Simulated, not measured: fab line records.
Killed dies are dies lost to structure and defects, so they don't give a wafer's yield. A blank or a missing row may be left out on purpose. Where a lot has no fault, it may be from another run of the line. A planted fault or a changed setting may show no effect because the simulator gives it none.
Which tool was responsible? + flow sky130 + 13 lots, 39 wafers sampled, at 2 steps of a route of 708

## WHAT THE GAUGES SHOWED, per wafer
Not one reading of a measure or inspect step in the record can be checked against a usual standard deviation.

## EACH LOT AND THE TOOL THAT RAN IT (in order: tool; ch and the chambers of the sampled wafers; start)
| lot  | SKY_DNWELL_EXPOSE_04               | SKY_PAD_OPEN_PROBE_99   |
|------|------------------------------------|-------------------------|
| L710 | iline_stepper-02 ch 0, day 3 01:32 | -                       |
| L711 | iline_stepper-02 ch 0, day 3 07:11 | -                       |
| L712 | iline_stepper-02 ch 0, day 3 10:56 | -                       |
| L713 | iline_stepper-01 ch 0, day 3 19:15 | -                       |
| L716 | iline_stepper-01 ch 0, day 4 06:37 | -                       |
| L717 | iline_stepper-02 ch 0, day 4 16:49 | -                       |
| L718 | iline_stepper-02 ch 0, day 5 14:29 | -                       |
| L721 | iline_stepper-01 ch 0, day 5 16:41 | prober-01, day 48 11:46 |
| L722 | iline_stepper-02 ch 0, day 5 21:59 | -                       |
| L723 | iline_stepper-01 ch 0, day 6 01:11 | prober-01, day 48 21:38 |
| L724 | iline_stepper-02 ch 0, day 6 08:53 | -                       |
| L730 | iline_stepper-01 ch 0, day 7 16:44 | -                       |
| L731 | iline_stepper-01 ch 0, day 7 19:38 | -                       |
- SKY_DNWELL_EXPOSE_04: exposes mask DNM, target cd 3000 nm.
- SKY_PAD_OPEN_PROBE_99

## AS READ BY THE TOOLS THEMSELVES (means over the sampled wafers that have a number; for cases with no such wafer, the mark the record gives instead)
SKY_PAD_OPEN_PROBE_99. Usual: killed_at_M0_to_M3 44, standard deviation 7.2; killed_at_M4_up 3.1, standard deviation 1.8; killed_at_contacts 24, standard deviation 4.5; killed_at_front_end 16, standard deviation 4.4; killed_at_other 0.2, standard deviation 0.42; killed_dies 87, standard deviation 8.9; killed_open 48, standard deviation 6.4; killed_short 39, standard deviation 6.2.
| lot  | tool      | killed_at_M0_to_M3 | killed_at_M4_up | killed_at_contacts | killed_at_front_end | killed_at_other | killed_dies | killed_open | killed_short | flag |
|------|-----------|--------------------|-----------------|--------------------|---------------------|-----------------|-------------|-------------|--------------|------|
| L721 | prober-01 | 35                 | 4.0             | 25                 | 17                  | 0.0             | 81          | 40          | 41           |      |
| L723 | prober-01 | 49                 | 2.7             | 20                 | 20                  | 0.0             | 91          | 48          | 43           |      |

## THE ANSWER, worked out from the rows above alone
Rule: a lot counts as off when the mean over its wafers that have a number is more than 3 standard deviations away from the usual mean. A lot without any number at a reading at which 4 lots or more have one is off too. Any other lot the step has rows for is counted as sound. After the gauges, taken in route order, come the tools' own readings; for these a lot's mean is taken, as printed above. At the first step where some lot is off, the reading lying furthest off is the one used; lots without a number count as furthest.
No lot is off on any of the readings shown, so nothing can be concluded from this.

## WHAT THE SIMULATOR HAD PUT IN
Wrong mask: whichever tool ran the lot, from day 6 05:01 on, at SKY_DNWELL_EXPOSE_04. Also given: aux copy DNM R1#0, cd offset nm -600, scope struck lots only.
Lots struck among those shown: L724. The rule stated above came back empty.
